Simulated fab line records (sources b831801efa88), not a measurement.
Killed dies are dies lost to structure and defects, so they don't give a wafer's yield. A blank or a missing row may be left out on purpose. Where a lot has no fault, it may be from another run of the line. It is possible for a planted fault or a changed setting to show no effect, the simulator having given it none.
A lot that was struck, set against a sound lot ; flow sky130 ; 15 out of 708 route steps
Sound: wafers L901.1, L901.2, L901.6. Struck: wafers L911.2, L911.3, L911.5. The cause is given at the end.
Order at every step that has rows: each side's tool, ch and its chambers, its first start. Under that, the readings that differ: sound wafers ; struck wafers ; difference of the means ; sigmas: that difference in standard deviations of wafers without a fault.
alike: words and numbers the same on both sides, and readings whose means are apart by under 2 such deviations; not compared: readings that were withheld, readings missing a value for some wafer, numbers with overlapping values and no deviation given by the record, and bounds like >300 which may hide the same value.
Wherever a step has rows on one side only, a row that says differs or no value, or a row with sigmas, the two part there. When numbers do not overlap yet have no deviation, they are printed without sigmas and do not part them. A reading that every wafer of one side lacks parts them only if that side has two wafers or more.

SKY_SONOS_ONO_THK_MEAS_03:
  sound on film_metro-04 at day 15 08:54; struck on film_metro-03 at day 19 00:05
reading;sound;struck;difference;sigmas
SONOS_ONO_CVD_02_THK (nm);10.38 10.42 10.59;10.76 10.89 10.86;+0.37;+2
then, 1 step without rows for these wafers: SKY_SONOS_ONO_CVD_04 (deposits SiO2 from SiH4/N2O, target thk 5.7199 nm).
SKY_SONOS_ONO_THK_MEAS_05:
  sound on film_metro-02 at day 15 10:13; struck on film_metro-02 at day 19 01:24
  alike: SONOS_ONO_CVD_04_THK
then, 7 steps without rows for these wafers: SKY_SONOS_ONO_DEHYDRATE_06 (time 60 s); SKY_SONOS_ONO_HMDS_07 (prime time 60 s); SKY_SONOS_ONO_COAT_08 (resist thk 1140 nm); SKY_SONOS_ONO_SOFTBAKE_09 (time 60 s); SKY_SONOS_ONO_EXPOSE_10 (exposes mask ONOM, target cd 410 nm); SKY_SONOS_ONO_PEB_11; SKY_SONOS_ONO_DEVELOP_12 (develop time 60 s).
SKY_SONOS_ONO_CD_MEAS_13: target cd 410 nm.
  sound on cd_sem-02 at day 16 13:35; struck on cd_sem-01 at day 20 07:10
  alike: cd_nm
SKY_SONOS_ONO_OVL_MEAS_14:
  sound on overlay-02 at day 16 13:42; struck on overlay-01 at day 20 07:16
  alike: SONOS_ONO_OVL
SKY_SONOS_ONO_ETCH_15: etches the open film in CHF3/O2, target depth 19.52 nm, time 8.167 s.
  sound on rie_diel-02 ch 2,3, day 16 13:44; struck on rie_diel-04 ch 0,1,2, day 20 07:18
reading;sound;struck;difference;sigmas
drypump_motor_current_A (A);5.4 4.7 4.7;6.5 6.2 5.7;+1.2;+2
oes_product_au (a.u.);0.996 0.989 0.993;1.030 1.029 1.052;+0.044;+5
model.etch.depth_nm (nm);20.37 20.01 20.12;21.45 21.45 21.82;+1.41;
model.SONOS_ONO.feature_depth_nm (nm);20.37 20.01 20.12;21.45 21.45 21.82;+1.41;
  alike: throttle_valve_pct
  not compared: rf_hours_counter_h
then, 2 steps without rows for these wafers: SKY_SONOS_ONO_WET_ETCH_16 (etches SiO2 in dHF, target depth 14 nm, time 280 s); SKY_PAD_OPEN_PROBE_99.

WHERE THEY PART
Last at SKY_SONOS_ONO_ETCH_15 as far as this record goes, first at SKY_SONOS_ONO_THK_MEAS_03.

WHY: what had been put in by the simulator
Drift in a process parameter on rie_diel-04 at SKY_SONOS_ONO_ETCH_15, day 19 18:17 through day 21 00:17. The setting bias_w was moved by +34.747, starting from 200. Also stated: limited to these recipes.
